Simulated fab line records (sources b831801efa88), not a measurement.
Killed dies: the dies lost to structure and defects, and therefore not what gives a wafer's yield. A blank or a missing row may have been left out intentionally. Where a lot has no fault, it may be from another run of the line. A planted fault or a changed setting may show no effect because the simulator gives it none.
What tool caused it? :: flow gf180mcu :: Sampling: 13 lots, 39 wafers, 5 of 602 route steps

## WHAT THE GAUGES READ, wafer by wafer
GF_V1_CD_MEAS_14 targets a cd of 260 nm.
lot: L315
measured: day 18 01:53
on: cd sem-02
cd nm (nm): 259.8 259.0 260.7

lot: L317
measured: day 18 22:01
on: cd sem-01
cd nm (nm): 260.2 259.8 260.8

lot: L318
measured: day 19 04:43
on: cd sem-01
cd nm (nm): 260.0 260.2 260.2

lot: L319
measured: day 19 17:28
on: cd sem-01
cd nm (nm): 259.5 258.2 258.8

lot: L320
measured: day 20 03:53
on: cd sem-01
cd nm (nm): 257.4 258.7 258.3

lot: L325
measured: day 21 23:49
on: cd sem-02
cd nm (nm): 261.9 260.0 260.5

lot: L328
measured: day 23 00:26
on: cd sem-01
cd nm (nm): 241.0 241.4 241.4

lot: L331
measured: day 23 22:40
on: cd sem-02
cd nm (nm): 244.5 244.1 245.0

lot: L334
measured: day 24 20:42
on: cd sem-02
cd nm (nm): 259.1 258.6 258.8

lot: L335
measured: day 25 07:03
on: cd sem-02
cd nm (nm): 261.9 260.6 261.6

lot: L336
measured: day 25 12:29
on: cd sem-01
cd nm (nm): 260.3 259.6 260.1

lot: L338
measured: day 25 23:53
on: cd sem-02
cd nm (nm): 260.5 261.5 259.3

lot: L337
measured: day 26 03:35
on: cd sem-01
cd nm (nm): 259.7 259.6 259.8

GF_V3_RS_MEAS_24: the measuring method here is four-point-probe.
lot: L315
measured: day 22 09:11
on: film metro-04
V3_W_RS (ohm/sq): 0.331 0.332 0.326

lot: L317
measured: day 23 05:32
on: film metro-04
V3_W_RS (ohm/sq): 0.334 0.328 0.335

lot: L318
measured: day 23 09:41
on: film metro-04
V3_W_RS (ohm/sq): 0.325 0.324 0.329

lot: L319
measured: day 23 22:41
on: film metro-04
V3_W_RS (ohm/sq): 0.334 0.330 0.329

lot: L320
measured: day 24 08:08
on: film metro-04
V3_W_RS (ohm/sq): 0.321 0.323 0.320

lot: L325
measured: day 25 23:14
on: film metro-02
V3_W_RS (ohm/sq): 0.325 0.324 0.330

lot: L328
measured: day 26 22:16
on: film metro-01
V3_W_RS (ohm/sq): 0.326 0.328 0.327

lot: L331
measured: day 27 18:39
on: film metro-02
V3_W_RS (ohm/sq): 0.330 0.329 0.331

lot: L334
measured: day 28 14:06
on: film metro-01
V3_W_RS (ohm/sq): 0.323 0.321 0.326

lot: L335
measured: day 28 23:34
on: film metro-02
V3_W_RS (ohm/sq): 0.330 0.325 0.331

lot: L336
measured: day 29 04:49
on: film metro-02
V3_W_RS (ohm/sq): 0.323 0.320 0.328

lot: L338
measured: day 29 14:29
on: film metro-04
V3_W_RS (ohm/sq): 0.330 0.332 0.328

lot: L337
measured: day 29 17:01
on: film metro-04
V3_W_RS (ohm/sq): 0.329 0.331 0.328

GF_M4_THK_MEAS_06: measures by xrf.
lot: L315
measured: day 22 10:01
on: film metro-02
M4_ALCU_THK (nm): 460 461 462

lot: L317
measured: day 23 06:20
on: film metro-04
M4_ALCU_THK (nm): 464 469 467

lot: L318
measured: day 23 10:30
on: film metro-04
M4_ALCU_THK (nm): 472 472 464

lot: L319
measured: day 23 23:29
on: film metro-02
M4_ALCU_THK (nm): 466 457 458

lot: L320
measured: day 24 08:57
on: film metro-02
M4_ALCU_THK (nm): 468 476 473

lot: L325
measured: day 26 00:02
on: film metro-04
M4_ALCU_THK (nm): 461 465 466

lot: L328
measured: day 26 23:05
on: film metro-04
M4_ALCU_THK (nm): 467 466 466

lot: L331
measured: day 27 19:28
on: film metro-03
M4_ALCU_THK (nm): 452 458 458

lot: L334
measured: day 28 15:02
on: film metro-02
M4_ALCU_THK (nm): 461 463 460

lot: L335
measured: day 29 00:22
on: film metro-02
M4_ALCU_THK (nm): 455 451 456

lot: L336
measured: day 29 05:40
on: film metro-02
M4_ALCU_THK (nm): 455 460 462

lot: L338
measured: day 29 15:18
on: film metro-04
M4_ALCU_THK (nm): 458 467 462

lot: L337
measured: day 29 17:50
on: film metro-04
M4_ALCU_THK (nm): 463 459 459

## WHICH TOOL RAN EACH LOT (tool, then ch and the chambers of the sampled wafers, then the start)
lot: L315
GF_V1_SOFTBAKE_10: litho track-01 ch 0, day 17 14:00
GF_V3_CMP_26: cmp-02 ch 0,1,2, day 22 09:29

lot: L317
GF_V1_SOFTBAKE_10: litho track-01 ch 0, day 18 10:00
GF_V3_CMP_26: cmp-01 ch 0,1,2, day 23 05:50

lot: L318
GF_V1_SOFTBAKE_10: litho track-03 ch 0, day 18 16:00
GF_V3_CMP_26: cmp-01 ch 0,1,2, day 23 09:51

lot: L319
GF_V1_SOFTBAKE_10: litho track-01 ch 0, day 19 05:00
GF_V3_CMP_26: cmp-02 ch 1,3, day 23 22:53

lot: L320
GF_V1_SOFTBAKE_10: litho track-03 ch 0, day 19 15:00
GF_V3_CMP_26: cmp-01 ch 1,2, day 24 08:17

lot: L325
GF_V1_SOFTBAKE_10: litho track-04 ch 0, day 21 12:00
GF_V3_CMP_26: cmp-01 ch 0,1, day 25 23:26

lot: L328
GF_V1_SOFTBAKE_10: litho track-04 ch 0, day 22 13:00
GF_V3_CMP_26: cmp-01 ch 0,1,3, day 26 22:27

lot: L331
GF_V1_SOFTBAKE_10: litho track-04 ch 0, day 23 11:00
GF_V3_CMP_26: cmp-02 ch 0,1, day 27 18:50

lot: L334
GF_V1_SOFTBAKE_10: litho track-03 ch 0, day 24 10:00
GF_V3_CMP_26: cmp-01 ch 0,2, day 28 14:26

lot: L335
GF_V1_SOFTBAKE_10: litho track-01 ch 0, day 24 19:00
GF_V3_CMP_26: cmp-02 ch 1,2, day 28 23:43

lot: L336
GF_V1_SOFTBAKE_10: litho track-03 ch 0, day 25 01:00
GF_V3_CMP_26: cmp-01 ch 0,1, day 29 04:59

lot: L338
GF_V1_SOFTBAKE_10: litho track-03 ch 0, day 25 13:00
GF_V3_CMP_26: cmp-01 ch 0,1,2, day 29 14:49

lot: L337
GF_V1_SOFTBAKE_10: litho track-01 ch 0, day 25 17:00
GF_V3_CMP_26: cmp-01 ch 0,3, day 29 17:12
- GF_V1_SOFTBAKE_10: time 60 s.
- GF_V3_CMP_26: polishes, stops on SiO2, t overpolish 15 s, target thk 0 nm.

## WHAT THE TOOLS THEMSELVES READ (means of the sampled wafers that have a number; where no wafer has one, the mark that the record gives instead)
GF_V1_SOFTBAKE_10.
lot: L315
tool: litho track-01
heater power total W (W): 93.09
plate temp C (C): 130.05

lot: L317
tool: litho track-01
heater power total W (W): 93.00
plate temp C (C): 129.94

lot: L318
tool: litho track-03
heater power total W (W): 93.11
plate temp C (C): 130.02

lot: L319
tool: litho track-01
heater power total W (W): 93.06
plate temp C (C): 130.02

lot: L320
tool: litho track-03
heater power total W (W): 93.08
plate temp C (C): 130.00

lot: L325
tool: litho track-04
heater power total W (W): 93.04
plate temp C (C): 130.08

lot: L328
tool: litho track-04
heater power total W (W): 85.00
plate temp C (C): 121.38

lot: L331
tool: litho track-04
heater power total W (W): 84.99
plate temp C (C): 121.57

lot: L334
tool: litho track-03
heater power total W (W): 93.05
plate temp C (C): 129.90

lot: L335
tool: litho track-01
heater power total W (W): 93.01
plate temp C (C): 130.02

lot: L336
tool: litho track-03
heater power total W (W): 93.04
plate temp C (C): 130.08

lot: L338
tool: litho track-03
heater power total W (W): 92.94
plate temp C (C): 129.90

lot: L337
tool: litho track-01
heater power total W (W): 93.05
plate temp C (C): 129.98

GF_V3_CMP_26.
lot: L315
tool: cmp-02
motor current A (A): 11.1
overpolish run s (s): 15.001
time to endpoint s (s): 82

lot: L317
tool: cmp-01
motor current A (A): 11.0
overpolish run s (s): 15.005
time to endpoint s (s): 87

lot: L318
tool: cmp-01
motor current A (A): 10.8
overpolish run s (s): 15.003
time to endpoint s (s): 91

lot: L319
tool: cmp-02
motor current A (A): 10.3
overpolish run s (s): 14.999
time to endpoint s (s): 81

lot: L320
tool: cmp-01
motor current A (A): 11.5
overpolish run s (s): 15.000
time to endpoint s (s): 88

lot: L325
tool: cmp-01
motor current A (A): 9.9
overpolish run s (s): 14.998
time to endpoint s (s): 89

lot: L328
tool: cmp-01
motor current A (A): 11.0
overpolish run s (s): 15.005
time to endpoint s (s): 87

lot: L331
tool: cmp-02
motor current A (A): 9.9
overpolish run s (s): 14.996
time to endpoint s (s): 87

lot: L334
tool: cmp-01
motor current A (A): 10.8
overpolish run s (s): 15.011
time to endpoint s (s): 92

lot: L335
tool: cmp-02
motor current A (A): 11.1
overpolish run s (s): 15.015
time to endpoint s (s): 84

lot: L336
tool: cmp-01
motor current A (A): 9.7
overpolish run s (s): 15.002
time to endpoint s (s): 89

lot: L338
tool: cmp-01
motor current A (A): 11.1
overpolish run s (s): 15.001
time to endpoint s (s): 85

lot: L337
tool: cmp-01
motor current A (A): 11.6
overpolish run s (s): 15.002
time to endpoint s (s): 92

## THE ANSWER, worked out from the rows above alone
Rule: what is usual is taken from the lots themselves. The widest of any qualifying gaps counts: lots, ordered by their means at a reading, are off when they make up no more than a third of the lots, leave a main group of 4 or more, and stand apart from it by 3 or more times the standard deviation of that group's means. Not used: any main group whose means are identical at the precision the tables above print for the reading. Also off: a lot with no number at a reading for which 4 or more lots have one. Any other lot the step has rows for is counted as sound. The gauges are gone through in route order, then the tools' own readings, and for those a lot's mean is taken as printed above. The first step at which some lot is off is used, and at that step the reading that is off furthest; a lot without a number counts as furthest.
Off: L328, L331 (GF_V1_CD_MEAS_14, cd nm). The main group has a mean of 259.8 nm with a standard deviation of 0.9.
If a tool, at a process step before that reading, ran all the lots that are off and no sound lot after the first of them, it fits. Not tried: the gauges at GF_V1_CD_MEAS_14; whatever is off there is also off at GF_V1_SOFTBAKE_10, on other tools, and gauge error can't account for it. One fits: GF_V1_SOFTBAKE_10 on litho track-04. A fault onset in the window from L325 (day 21 12:00, its last sound lot) to L328 (day 22 13:00, its first lot off) fits.
The tool's own readings at GF_V1_SOFTBAKE_10 bear it out: on the lots that are off they differ by more than 5 times the standard deviation of the sound lots' means. heater power total W reads 85.00 W there against 93.04 W on the sound lots; plate temp C reads 121.47 C there against 130.00 C on the sound lots.

## WHAT THE SIMULATOR HAD PUT IN
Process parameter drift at GF_V1_SOFTBAKE_10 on litho track-04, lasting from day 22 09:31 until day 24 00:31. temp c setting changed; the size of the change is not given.
Lots struck among those shown: L328, L331. Same finding as the rule above.
